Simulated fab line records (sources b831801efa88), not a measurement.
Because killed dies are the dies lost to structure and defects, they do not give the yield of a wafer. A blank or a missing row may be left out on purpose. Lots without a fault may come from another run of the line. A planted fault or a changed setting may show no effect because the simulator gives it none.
Struck lot and sound lot, side by side | flow sky130 | 15 out of 708 route steps
Sound: these wafers, L862.1, L862.4, L862.5. Wafers L856.2, L856.3, L856.5 were the ones struck. At the end, the cause is stated.
For every step that has rows: the tool of each side, followed by ch and its chambers, followed by its first start. Under that, the readings that differ: sound wafers | struck wafers | difference of the means | sigmas: that difference in standard deviations of wafers without a fault.
alike: readings with means less than 2 such deviations apart, plus words and numbers identical on both sides. not compared: withheld readings, readings lacking a value on some wafer, bounds such as >300 that could conceal the same value, and numbers that have no deviation in the record and whose values overlap.
Wherever a step has rows on one side only, a row that says differs or no value, or a row with sigmas, the two part there. Non-overlapping numbers with no deviation appear without sigmas and do not part them. A reading that every wafer of one side lacks parts them only if that side has two wafers or more.

first, 3 steps without rows for these wafers: SKY_GATE_OXIDE_EXPOSE_07 (exposes mask LVOM, target cd 600 nm); SKY_GATE_OXIDE_PEB_08; SKY_GATE_OXIDE_DEVELOP_09 (develop time 60 s).
SKY_GATE_OXIDE_OVL_MEAS_10:
  sound on overlay-02, day 22 06:03; struck on overlay-02, day 19 15:42
  alike: GATE_OXIDE_OVL
then, 2 steps without rows for these wafers: SKY_GATE_OXIDE_IMPLANT_11; SKY_GATE_OXIDE_WET_ETCH_12 (etches SiO2 in dHF, target depth 16.8 nm, time 336 s).
SKY_GATE_OXIDE_STRIP_13: strips in O2/N2.
  sound on plasma-asher-03 ch 1, day 22 06:20; struck on plasma-asher-04 ch 0,1, day 19 15:59
  alike: drypump-motor-current-A, oes-product-au, strip-time-to-endpoint-s
  not compared: rf-hours-counter-h
SKY_GATE_OXIDE_TW_MEAS_14:
  sound on film-metro-01, day 22 06:26; struck on film-metro-03, day 19 16:06
  reading       | sound             | struck            | difference | sigmas
  GATE_OXIDE_TW | 224.9 224.4 224.1 | 220.7 221.3 221.5 | -3.3       | -2
then, 3 steps without rows for these wafers: SKY_GATE_OXIDE_CLEAN_15 (cleans in SC1/SC2, time 150 s); SKY_GATE_OXIDE_OXIDATION_16 (stabilise 600 s, purge 300 s, target thk 3.57 nm); SKY_POLY_GATE_CVD_00 (deposits poly-Si, target thk 180 nm, time 720 s).
SKY_POLY_GATE_THK_MEAS_01:
  sound on film-metro-01, day 22 09:17; struck on film-metro-01, day 19 19:35
  alike: POLY_GATE_CVD_00_THK
SKY_RES_PROTECT_DEHYDRATE_00: time 60 s.
  sound on litho-track-04 ch 0, day 23 00:08; struck on litho-track-04 ch 0, day 20 11:04
  reading                  | sound                | struck               | difference | sigmas
  heater-power-total-W (W) | 160.50 160.40 160.34 | 165.38 165.52 165.31 | +4.99      | +42
  plate-temp-C (C)         | 199.69 199.82 199.62 | 205.06 205.15 204.89 | +5.32      | +31
  alike: resist-line-temp-C
then, 1 step without rows for these wafers: SKY_RES_PROTECT_HMDS_01 (prime time 60 s).
-- record jumps: 31 days separate the struck wafers' starts on either side; left off in module RES_PROTECT, taken up again in module PAD_OPEN, whose first shown step is the route's number 708 --
SKY_PAD_OPEN_PROBE_99:
  sound on prober-01, day 52 11:25; struck on prober-01, day 51 04:41
  alike: killed_at_M0_to_M3, killed_at_M4_up, killed-at-contacts, killed-at-front-end, killed-at-other, killed-dies, killed-open, killed-short

== WHERE THEY PART ==
Earliest at SKY_GATE_OXIDE_TW_MEAS_14; latest, in this record, at SKY_RES_PROTECT_DEHYDRATE_00. Later steps at which nothing parts them and some readings are alike: SKY_PAD_OPEN_PROBE_99.

WHY: whatever the simulator had introduced
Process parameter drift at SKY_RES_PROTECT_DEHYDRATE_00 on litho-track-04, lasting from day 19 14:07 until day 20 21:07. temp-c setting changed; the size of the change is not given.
